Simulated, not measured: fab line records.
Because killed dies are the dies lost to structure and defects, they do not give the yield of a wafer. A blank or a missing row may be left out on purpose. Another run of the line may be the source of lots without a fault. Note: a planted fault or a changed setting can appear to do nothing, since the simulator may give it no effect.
What tool caused it? :: flow sky130 :: 39 wafers from 13 lots sampled at 2 of the route's 708 steps

== WHAT THE GAUGES READ, wafer by wafer ==
SKY_POLY_GATE_CD_MEAS_13: the cd target is 150 nm. Usual: 149.7 nm for cdNm, sd 1.3.
lot: L620
measured: day 17 00:52
on: cdSem-01
cdNm (nm): 150.0 150.9 152.0
flag: 

lot: L622
measured: day 17 10:54
on: cdSem-02
cdNm (nm): 150.3 151.4 150.8
flag: 

lot: L623
measured: day 18 06:28
on: cdSem-01
cdNm (nm): 148.8 148.4 149.7
flag: 

lot: L626
measured: day 18 18:20
on: cdSem-01
cdNm (nm): 150.6 149.0 150.9
flag: 

lot: L628
measured: day 19 09:07
on: cdSem-01
cdNm (nm): 148.1 148.8 148.0
flag: 

lot: L630
measured: day 20 03:47
on: cdSem-02
cdNm (nm): 150.8 148.9 150.4
flag: 

lot: L631
measured: day 20 12:57
on: cdSem-02
cdNm (nm): 151.5 152.6 150.6
flag: 

lot: L633
measured: day 20 23:05
on: cdSem-02
cdNm (nm): 151.5 152.1 151.3
flag: 

lot: L634
measured: day 21 03:26
on: cdSem-02
cdNm (nm): 148.4 147.9 148.1
flag: 

lot: L636
measured: day 21 23:36
on: cdSem-02
cdNm (nm): 150.2 150.7 149.8
flag: 

lot: L639
measured: day 23 10:47
on: cdSem-02
cdNm (nm): 149.7 149.6 150.1
flag: 

lot: L642
measured: day 24 10:31
on: cdSem-02
cdNm (nm): 150.1 150.4 149.3
flag: 

lot: L643
measured: day 24 13:44
on: cdSem-01
cdNm (nm): 147.6 148.1 148.2
flag: 

SKY_LDD_N_OVL_MEAS_07. Usual: LDD_N_OVL 1.0 nm, standard deviation 1.4.
lot: L620
measured: day 18 11:26
on: overlay-01
LDD_N_OVL (nm): 2.3 1.5 3.7
flag: 

lot: L622
measured: day 18 20:47
on: overlay-02
LDD_N_OVL (nm): 1.9 1.8 1.7
flag: 

lot: L623
measured: day 19 16:21
on: overlay-02
LDD_N_OVL (nm): 4.6 2.5 3.1
flag: 

lot: L626
measured: day 20 04:21
on: overlay-02
LDD_N_OVL (nm): 2.5 3.5 2.4
flag: 

lot: L628
measured: day 20 18:02
on: overlay-02
LDD_N_OVL (nm): 0.4 0.1 2.0
flag: 

lot: L630
measured: day 21 13:22
on: overlay-02
LDD_N_OVL (nm): -1.2 -1.0 2.0
flag: 

lot: L631
measured: day 21 22:18
on: overlay-01
LDD_N_OVL (nm): -1.9 -1.0 0.4
flag: 

lot: L633
measured: day 22 07:36
on: overlay-01
LDD_N_OVL (nm): -2.7 -0.7 0.3
flag: 

lot: L634
measured: day 22 11:04
on: overlay-02
LDD_N_OVL (nm): -0.4 0.6 -0.5
flag: 

lot: L636
measured: day 23 07:34
on: overlay-01
LDD_N_OVL (nm): 2.1 2.2 0.8
flag: 

lot: L639
measured: day 24 18:43
on: overlay-01
LDD_N_OVL (nm): 0.4 0.1 0.0
flag: 

lot: L642
measured: day 25 17:17
on: overlay-02
LDD_N_OVL (nm): 2.9 1.0 2.2
flag: 

lot: L643
measured: day 25 21:11
on: overlay-02
LDD_N_OVL (nm): -0.1 1.0 2.0
flag: 

== EACH LOT AND THE TOOL THAT RAN IT (in order: tool; ch and the chambers of the sampled wafers; start) ==
There is no process step in the record ahead of these readings.

== WHAT THE TOOLS THEMSELVES READ (means of the sampled wafers that have a number; where no wafer has one, the mark that the record gives instead) ==
The record holds no such reading with a usual standard deviation.

== THE ANSWER, worked out from the rows above alone ==
Rule: lot off if the mean of its wafers having a number is beyond 3 standard deviations from the usual mean. Also off: a lot with no number at a reading for which 4 or more lots have one. All remaining lots with rows at the step are treated as sound. After the gauges, taken in route order, come the tools' own readings; for these a lot's mean is taken, as printed above. The first step at which some lot is off is used, and at that step the reading that is off furthest; a lot without a number counts as furthest.
No lot is off at any reading shown: from this, nothing can be told.

== WHAT THE SIMULATOR PUT IN ==
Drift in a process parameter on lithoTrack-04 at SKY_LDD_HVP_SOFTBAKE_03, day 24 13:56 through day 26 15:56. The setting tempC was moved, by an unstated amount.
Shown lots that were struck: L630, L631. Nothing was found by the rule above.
